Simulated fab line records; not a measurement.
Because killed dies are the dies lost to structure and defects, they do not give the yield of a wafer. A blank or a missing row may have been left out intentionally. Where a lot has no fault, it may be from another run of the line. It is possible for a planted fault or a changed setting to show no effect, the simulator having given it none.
A lot that was struck, set against a sound lot | flow sfq-line | 13 steps out of a route of 325
Sound: wafers L362.1, L362.2, L362.6. Struck: wafer L354.5 (L354.4, L354.6, from the same lot, were not struck and are left out); the cause is given at the end.
Each step with rows lists, per side, the tool, then ch with its chambers, then its first start. Under that, the readings that differ: sound wafers | struck wafers | difference of the means | sigmas: that difference in standard deviations of wafers without a fault.
alike: words and numbers the same on both sides, and readings whose means are apart by under 2 such deviations; not compared: readings that were withheld, readings missing a value for some wafer, numbers with overlapping values and no deviation given by the record, and bounds like >300 which may hide the same value.
A row with sigmas, a row that says differs or no value, or rows on one side alone: a step with any of these is where the two part. Numbers that have no deviation but don't overlap get no sigmas and don't part them. A reading that every wafer of one side lacks parts them only if that side has two wafers or more.

SFQ_TRILAYER_M6_DEP_SPUTTER_157: material Nb, target thk 200 nm, time 133.3 s.
  struck on pvd-sputter-06, day 79 02:28; sound on pvd-sputter-06, day 81 22:52
  alike: throttle-valve-pct
SFQ_M6_RS_MEAS_938: a four-point-probe measurement.
  struck on film-metro-02, day 79 02:37; sound on film-metro-04, day 81 22:58
  alike: M6_NB_RS
then, 6 steps without rows for these wafers: SFQ_TRILAYER_M6_LITHO_COAT_164 (resist thk 60.96 nm); SFQ_TRILAYER_M6_LITHO_COAT_159 (resist thk 600 nm); SFQ_TRILAYER_M6_LITHO_SOFTBAKE_163; SFQ_TRILAYER_M6_LITHO_EXPOSE_160 (exposes mask M6, target cd 500 nm); SFQ_TRILAYER_M6_LITHO_PEB_162 (peb time 60 s); SFQ_TRILAYER_M6_LITHO_DEVELOP_161 (time 60 s).
SFQ_M6_OVL_MEAS_940:
  struck on overlay-01, day 79 05:29; sound on overlay-01, day 82 19:29
  alike: M6_OVL
SFQ_TRILAYER_M6_BARC_OPEN_METAL_ETCH_206: etches BARC in O2, target depth 125 nm, time 41.7 s.
  sound on rie-metal-02 ch 1, day 82 19:31; struck on rie-metal-01 ch 1, day 79 05:31
  reading                     | sound       | struck | difference | sigmas
  drypump-motor-current-A (A) | 6.3 6.3 6.3 | 5.3    | -1.0       | -2
  alike: oes-product-au
  not compared: rf-hours-counter-h
SFQ_TRILAYER_M6_ETCH_METAL_ETCH_162: etches Nb in Cl2/Ar, stops on SiO2, target depth 240 nm, time 120 s.
  sound on rie-metal-02 ch 1, day 82 19:38; struck on rie-metal-01 ch 1, day 79 05:36
  alike: drypump-motor-current-A, oes-product-au
  not compared: rf-hours-counter-h
SFQ_TRILAYER_M6_STRIP_STRIP_163: strips in O2.
  sound on rie-metal-02 ch 1, day 82 19:53; struck on rie-metal-01 ch 1, day 79 05:53
  reading          | sound          | struck | difference | sigmas
  overash-fraction | 0.65 0.65 0.65 | 0.91   | +0.26      |
  alike: drypump-motor-current-A, oes-product-au
  not compared: rf-hours-counter-h
then, 1 step without rows for these wafers: SFQ_TRILAYER_M6_STRIP_SOLV_CLEAN_164 (cleans in NMP, time 600 s).

## WHERE THEY PART
Only at SFQ_TRILAYER_M6_BARC_OPEN_METAL_ETCH_206, as far as this record shows. Later steps at which nothing parts them and some readings are alike: SFQ_TRILAYER_M6_ETCH_METAL_ETCH_162, SFQ_TRILAYER_M6_STRIP_STRIP_163.

WHY: the cause the simulator had injected
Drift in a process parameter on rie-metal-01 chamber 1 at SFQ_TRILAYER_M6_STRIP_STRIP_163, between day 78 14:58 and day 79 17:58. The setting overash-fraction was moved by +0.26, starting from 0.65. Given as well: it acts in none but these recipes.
